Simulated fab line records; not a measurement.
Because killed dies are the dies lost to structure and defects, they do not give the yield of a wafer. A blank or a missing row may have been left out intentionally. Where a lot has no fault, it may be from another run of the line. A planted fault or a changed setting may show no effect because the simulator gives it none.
fab line records + flow sky130 + part 2 of 2: steps 24 to 31 of 31
record
- lots=5
- wafers=15
- last-day=49
route steps=708 shown LDD_LDN@290 SPACER@304 POLY_CUT@307 SD_P@320
lots untouched by any fault: they come from a run of this same line in which no faults occurred
start-h: the number of hours between the record's first day and the start of the first shown wafer of the lot + wait-h: hours from the lot's prior step to this one + " as in the row above + L1.1+2: one row covering several wafers at once + - no value, or no start was given + * or withheld: withheld + < > ~ a bound
route shown NAME@n: names a module that has steps shown in the file, with the first one's number in the route + usual: mean/standard deviation of fault-free wafers + same: alike in all rows + chamber/n: place in a boat + sites: the reading at each site + _std_site: standard deviation of those values + _edge_site: mean of outer sites minus mean of inner sites + radius-mm: how far each site lies from the wafer's centre + mask NAME#n: copy n + behind: the most recent tool/chamber to have shaped the wafer + hold: the reason the lot was held/the length of the hold in hours/how it ended + device: whichever transistor did not switch (one of n, p or np) + end of line: the route-end tests of the same wafers + a step with no rows: only its recipe + killed: not the wafer's yield, but the dies lost to structure and defects at the first sort + map: dies across one wafer; x = killed, . = not, _ = none there
set.NAME: the setting the step ran with; set.NAME@STEP: the setting that earlier step ran with + model.NAME: the simulator's own value behind a step, which no gauge read
lots at selected steps of the route; one table per step, one row per wafer
services: the hour from which a tool's chamber was out of use, counted from the record's first day as start-h (under 0 if before that day), plus the number of hours and why
## steps
# step SKY_POLY_CUT_PEB_06
# recipe
- peb-temp-c=withheld
- peb-time-s=withheld
- resist=KrF-thick
# usual
- chill-plate-temp-C=*
- exhaust-pa=45.2/0.9
| lot.wafer | tool           | chamber | start-h | wait-h | chill-plate-temp-C | exhaust-pa |
|-----------|----------------|---------|---------|--------|--------------------|------------|
| L078.1    | litho-track-03 | 0       | -       | -      | *                  | 45.0       |
| L078.3    | "              | 0       | "       | "      | *                  | 45.4       |
| L078.4    | "              | 0       | "       | "      | *                  | 45.2       |
| L077.1    | litho-track-04 | 0       | -       | -      | *                  | 46.2       |
| L077.2    | "              | 0       | "       | "      | *                  | 46.4       |
| L077.6    | "              | 0       | "       | "      | *                  | 44.8       |
| L082.2    | litho-track-01 | 0       | -       | -      | *                  | 44.2       |
| L082.3    | "              | 0       | "       | "      | *                  | 44.1       |
| L082.6    | "              | 0       | "       | "      | *                  | 43.5       |
| L087.1    | litho-track-01 | 0       | -       | -      | *                  | 44.8       |
| L087.3    | "              | 0       | "       | "      | *                  | 45.9       |
| L087.6    | "              | 0       | "       | "      | *                  | 44.1       |
| L093.1    | litho-track-01 | 0       | -       | -      | *                  | 45.1       |
| L093.4    | "              | 0       | "       | "      | *                  | 45.1       |
| L093.5    | "              | 0       | "       | "      | *                  | 46.5       |
# step SKY_POLY_CUT_DEVELOP_07
# recipe
- develop-time-s=60
- resist=KrF-thick
- dev-temp-c=21
# usual
- chill-plate-temp-C=23.02/0.11
- exhaust-pa=45.0/0.93
| lot.wafer | tool           | chamber | start-h | wait-h | chill-plate-temp-C | exhaust-pa |
|-----------|----------------|---------|---------|--------|--------------------|------------|
| L078.1    | litho-track-03 | 0       | -       | -      | 22.89              | 45.2       |
| L078.3    | "              | 0       | "       | "      | 22.95              | 46.9       |
| L078.4    | "              | 0       | "       | "      | 22.90              | 45.9       |
| L077.1    | litho-track-04 | 0       | -       | -      | 22.92              | 43.6       |
| L077.2    | "              | 0       | "       | "      | 22.93              | 44.8       |
| L077.6    | "              | 0       | "       | "      | 23.04              | 43.7       |
| L082.2    | litho-track-01 | 0       | -       | -      | 22.88              | 45.2       |
| L082.3    | "              | 0       | "       | "      | 23.15              | 45.8       |
| L082.6    | "              | 0       | "       | "      | 23.07              | 45.5       |
| L087.1    | litho-track-01 | 0       | -       | -      | 23.05              | 46.4       |
| L087.3    | "              | 0       | "       | "      | 23.20              | 45.6       |
| L087.6    | "              | 0       | "       | "      | 23.02              | 44.5       |
| L093.1    | litho-track-01 | 0       | -       | -      | 23.06              | 45.2       |
| L093.4    | "              | 0       | "       | "      | 23.11              | 45.9       |
| L093.5    | "              | 0       | "       | "      | 22.97              | 45.4       |
# step SKY_POLY_CUT_CD_MEAS_08
# recipe
- target-cd-nm=270
# usual
- cd-nm=270.1/1.3
| lot.wafer | tool      | chamber | start-h | wait-h | cd-nm |
|-----------|-----------|---------|---------|--------|-------|
| L078.1    | cd-sem-01 | -       | 611.62  | -      | 270.5 |
| L078.3    | "         | -       | "       | "      | 271.0 |
| L078.4    | "         | -       | "       | "      | 270.3 |
| L077.1    | cd-sem-02 | -       | 613.26  | -      | 272.8 |
| L077.2    | "         | -       | "       | "      | 271.2 |
| L077.6    | "         | -       | "       | "      | 271.0 |
| L082.2    | cd-sem-01 | -       | 634.92  | -      | 270.3 |
| L082.3    | "         | -       | "       | "      | 268.4 |
| L082.6    | "         | -       | "       | "      | 271.1 |
| L087.1    | cd-sem-02 | -       | 666.05  | -      | 271.7 |
| L087.3    | "         | -       | "       | "      | 270.0 |
| L087.6    | "         | -       | "       | "      | 270.8 |
| L093.1    | cd-sem-02 | -       | 716.60  | -      | 270.6 |
| L093.4    | "         | -       | "       | "      | 271.4 |
| L093.5    | "         | -       | "       | "      | 269.8 |
# step SKY_POLY_CUT_OVL_MEAS_09
# usual
- POLY_CUT_OVL=4/5
| lot.wafer | tool       | chamber | start-h | wait-h | POLY_CUT_OVL[nm] |
|-----------|------------|---------|---------|--------|------------------|
| L078.1    | overlay-01 | -       | 611.74  | 0.1    | -2               |
| L078.3    | "          | -       | "       | "      | 8                |
| L078.4    | "          | -       | "       | "      | 3                |
| L077.1    | overlay-01 | -       | 613.38  | 0.1    | 7                |
| L077.2    | "          | -       | "       | "      | 3                |
| L077.6    | "          | -       | "       | "      | -1               |
| L082.2    | overlay-01 | -       | 635.03  | 0.1    | 6                |
| L082.3    | "          | -       | "       | "      | 7                |
| L082.6    | "          | -       | "       | "      | 1                |
| L087.1    | overlay-02 | -       | 666.17  | 0.1    | 10               |
| L087.3    | "          | -       | "       | "      | 10               |
| L087.6    | "          | -       | "       | "      | 13               |
| L093.1    | overlay-01 | -       | 716.72  | 0.1    | 7                |
| L093.4    | "          | -       | "       | "      | 2                |
| L093.5    | "          | -       | "       | "      | 5                |
# step SKY_POLY_CUT_ETCH_10
# recipe
- chemistry=N2/H2
- target=BARC
- ion-energy-ev=200
- source-w=500
- bias-w=100
- pressure-mtorr=30
- n2-flow-sccm=100
- h2-flow-sccm=200
- stop-on=SiO2
- time-s=45.9
- target-depth-a=600
# usual
- drypump-motor-current-A=5.6/0.4
- oes-product-au=0.855/0.0044
- throttle-valve-pct=13.224/0.01
| lot.wafer | tool        | chamber | start-h | wait-h | drypump-motor-current-A | oes-product-au | rf-hours-counter-h | throttle-valve-pct |
|-----------|-------------|---------|---------|--------|-------------------------|----------------|--------------------|--------------------|
| L078.1    | rie-diel-02 | 2       | 611.77  | 0.0    | 5.8                     | 0.853          | 3                  | 13.221             |
| L078.3    | "           | 1       | "       | "      | 5.3                     | 0.853          | 1                  | 13.216             |
| L078.4    | "           | 0       | "       | "      | 5.1                     | 0.859          | 9                  | 13.212             |
| L077.1    | rie-diel-02 | 1       | 613.42  | 0.0    | 5.3                     | 0.861          | 1                  | 13.215             |
| L077.2    | "           | 2       | "       | "      | 5.7                     | 0.856          | 3                  | 13.230             |
| L077.6    | "           | 0       | "       | "      | 5.1                     | 0.853          | -                  | 13.220             |
| L082.2    | rie-diel-02 | 1       | 635.06  | 0.0    | 5.3                     | 0.854          | 2                  | 13.224             |
| L082.3    | "           | 2       | "       | "      | 5.8                     | 0.855          | 3                  | 13.233             |
| L082.6    | "           | 0       | "       | "      | 5.1                     | 0.853          | -                  | 13.220             |
| L087.1    | rie-diel-04 | 3       | 666.21  | 0.0    | 5.5                     | 0.859          | 2                  | 13.216             |
| L087.3    | "           | 1       | "       | "      | 5.3                     | 0.852          | 8                  | 13.237             |
| L087.6    | "           | 1       | "       | "      | 5.3                     | 0.850          | -                  | 13.223             |
| L093.1    | rie-diel-02 | 2       | 716.76  | 0.0    | 5.8                     | 0.854          | 5                  | 13.208             |
| L093.4    | "           | 3       | "       | "      | 5.2                     | 0.856          | 25                 | 13.211             |
| L093.5    | "           | 0       | "       | "      | 5.1                     | 0.859          | -                  | 13.217             |
# step SKY_POLY_CUT_ETCH_11
# recipe
- target=Si3N4
- chemistry=CF4/CH2F2/Ar
- stop-on=poly-Si
- source-w=600
- bias-w=150
- pressure-mtorr=40
- cf4-flow-sccm=40
- ch2f2-flow-sccm=20
- Ar_flow_sccm=150
- time-s=42.5
- target-depth-a=600
# usual
- drypump-motor-current-A=5.6/0.4
- oes-product-au=0.833/0.006
- throttle-valve-pct=14.994/0.0099
| lot.wafer | tool        | chamber | start-h | wait-h | drypump-motor-current-A | oes-product-au | rf-hours-counter-h | throttle-valve-pct |
|-----------|-------------|---------|---------|--------|-------------------------|----------------|--------------------|--------------------|
| L078.1    | rie-diel-02 | 2       | 611.82  | 0.0    | 5.7                     | 0.825          | 3                  | 15.007             |
| L078.3    | "           | 1       | "       | "      | 5.3                     | 0.834          | 1                  | 14.994             |
| L078.4    | "           | 0       | "       | "      | 5.1                     | 0.834          | 9                  | 14.986             |
| L077.1    | rie-diel-02 | 1       | 613.46  | 0.0    | 5.3                     | 0.834          | 1                  | 15.001             |
| L077.2    | "           | 2       | "       | "      | 5.7                     | 0.835          | 3                  | 14.990             |
| L077.6    | "           | 0       | "       | "      | 5.1                     | 0.830          | -                  | 14.999             |
| L082.2    | rie-diel-02 | 1       | 635.10  | 0.0    | 5.3                     | 0.840          | 2                  | 15.009             |
| L082.3    | "           | 2       | "       | "      | 5.7                     | 0.833          | 3                  | 14.975             |
| L082.6    | "           | 0       | "       | "      | 5.1                     | 0.831          | -                  | 15.001             |
| L087.1    | rie-diel-04 | 3       | 666.25  | 0.0    | 5.5                     | 0.833          | 2                  | 14.973             |
| L087.3    | "           | 1       | "       | "      | 5.3                     | 0.832          | 8                  | 15.007             |
| L087.6    | "           | 1       | "       | "      | 5.3                     | 0.841          | -                  | 14.996             |
| L093.1    | rie-diel-02 | 2       | 716.80  | 0.0    | 5.7                     | 0.832          | 5                  | 15.001             |
| L093.4    | "           | 3       | "       | "      | 5.1                     | 0.832          | 25                 | 14.982             |
| L093.5    | "           | 0       | "       | "      | 5.1                     | 0.831          | -                  | 14.998             |
# step SKY_POLY_CUT_STRIP_12
# recipe
- chemistry=O2/N2
- power-w=1400
- pressure-mtorr=1500
- platen-temp-c=withheld
- o2-flow-sccm=3000
- n2-flow-sccm=300
- overash-fraction=0.5
# usual
- drypump-motor-current-A=5.8/0.46
- oes-product-au=0.452/0.0038
- strip-time-to-endpoint-s=5.356/0.015
| lot.wafer | tool            | chamber | start-h | wait-h | drypump-motor-current-A | oes-product-au | rf-hours-counter-h | strip-time-to-endpoint-s |
|-----------|-----------------|---------|---------|--------|-------------------------|----------------|--------------------|--------------------------|
| L078.1    | plasma-asher-03 | 1       | 611.86  | 0.0    | 5.8                     | 0.449          | 91                 | 5.354                    |
| L078.3    | "               | 1       | "       | "      | 5.8                     | 0.458          | -                  | 5.397                    |
| L078.4    | "               | 0       | "       | "      | 6.1                     | 0.453          | -                  | 5.369                    |
| L077.1    | plasma-asher-02 | 0       | 613.50  | 0.0    | 5.6                     | 0.455          | 19                 | 5.339                    |
| L077.2    | "               | 1       | "       | "      | 5.7                     | 0.459          | 19                 | 5.333                    |
| L077.6    | "               | 1       | "       | "      | 5.7                     | 0.454          | -                  | 5.356                    |
| L082.2    | plasma-asher-03 | 1       | 635.14  | 0.0    | 5.8                     | 0.453          | 93                 | 5.361                    |
| L082.3    | "               | 1       | "       | "      | 5.8                     | 0.451          | -                  | 5.339                    |
| L082.6    | "               | 1       | "       | "      | 5.8                     | 0.449          | -                  | 5.362                    |
| L087.1    | plasma-asher-03 | 0       | 666.29  | 0.0    | 6.1                     | 0.451          | 95                 | 5.339                    |
| L087.3    | "               | 0       | "       | "      | 6.1                     | 0.453          | -                  | 5.352                    |
| L087.6    | "               | 1       | "       | "      | 5.8                     | 0.454          | -                  | 5.368                    |
| L093.1    | plasma-asher-04 | 0       | 716.84  | 0.0    | 6.7                     | 0.454          | 84                 | 5.376                    |
| L093.4    | "               | 1       | "       | "      | 5.0                     | 0.457          | -                  | 5.355                    |
| L093.5    | "               | 0       | "       | "      | 6.7                     | 0.452          | -                  | 5.378                    |
# step SKY_SD_P_DEHYDRATE_00
# recipe
- temp-c=200
- time-s=60
# usual
- chill-plate-temp-C=23.04/0.11
- exhaust-pa=45.1/0.96
| lot.wafer | tool           | chamber | start-h | wait-h | chill-plate-temp-C | exhaust-pa |
|-----------|----------------|---------|---------|--------|--------------------|------------|
| L078.1    | litho-track-01 | 0       | 626.25  | 14.4   | 22.95              | 44.3       |
| L078.3    | "              | 0       | "       | "      | 22.95              | 43.8       |
| L078.4    | "              | 0       | "       | "      | 22.91              | 44.6       |
| L077.1    | litho-track-01 | 0       | 629.00  | 15.5   | 22.99              | 45.4       |
| L077.2    | "              | 0       | "       | "      | 23.13              | 45.9       |
| L077.6    | "              | 0       | "       | "      | 23.02              | 46.2       |
| L082.2    | litho-track-02 | 0       | 647.85  | 12.7   | 22.99              | 45.0       |
| L082.3    | "              | 0       | "       | "      | 22.96              | 46.1       |
| L082.6    | "              | 0       | "       | "      | 23.04              | 43.9       |
| L087.1    | litho-track-02 | 0       | 679.87  | 13.6   | 22.94              | 45.5       |
| L087.3    | "              | 0       | "       | "      | 22.88              | 43.9       |
| L087.6    | "              | 0       | "       | "      | 22.86              | 44.6       |
| L093.1    | litho-track-01 | 0       | 729.70  | 12.8   | 23.20              | 45.3       |
| L093.4    | "              | 0       | "       | "      | 23.14              | 44.5       |
| L093.5    | "              | 0       | "       | "      | 23.14              | 45.0       |
## services
| tool            | chamber | start-h | hours | kind   |
|-----------------|---------|---------|-------|--------|
| krf-scanner-02  | -       | 541.03  | 0.4   | repair |
| krf-scanner-02  | -       | 542.81  | 0.8   | pm     |
| krf-scanner-02  | -       | 570.11  | 1.3   | pm     |
| lpcvd-02        | -       | 574.53  | 1.5   | repair |
| implanter-01    | -       | 574.95  | 3.2   | pm     |
| implanter-01    | -       | 584.60  | 2.9   | repair |
| implanter-03    | -       | 589.14  | 5.3   | repair |
| krf-scanner-02  | -       | 592.13  | 5.6   | repair |
| krf-scanner-02  | -       | 603.24  | 4.0   | pm     |
| implanter-02    | -       | 605.11  | 8.5   | repair |
| rie-diel-02     | 2       | 618.85  | 15.7  | repair |
| implanter-01    | -       | 622.55  | 1.5   | repair |
| krf-scanner-02  | -       | 631.97  | 1.0   | pm     |
| implanter-02    | -       | 632.39  | 1.1   | repair |
| plasma-asher-03 | -       | 636.09  | 7.9   | repair |
| implanter-01    | -       | 637.17  | 26.3  | repair |
| rie-diel-02     | -       | 639.72  | 0.5   | repair |
| plasma-asher-03 | -       | 676.62  | 2.8   | repair |
| implanter-01    | -       | 681.42  | 13.0  | repair |
| krf-scanner-02  | -       | 691.10  | 0.3   | repair |
| implanter-03    | -       | 693.84  | 2.0   | repair |
| krf-scanner-02  | -       | 711.61  | 0.8   | pm     |
| implanter-03    | -       | 725.22  | 1.3   | repair |
| rie-diel-02     | 3       | 727.79  | 2.2   | repair |
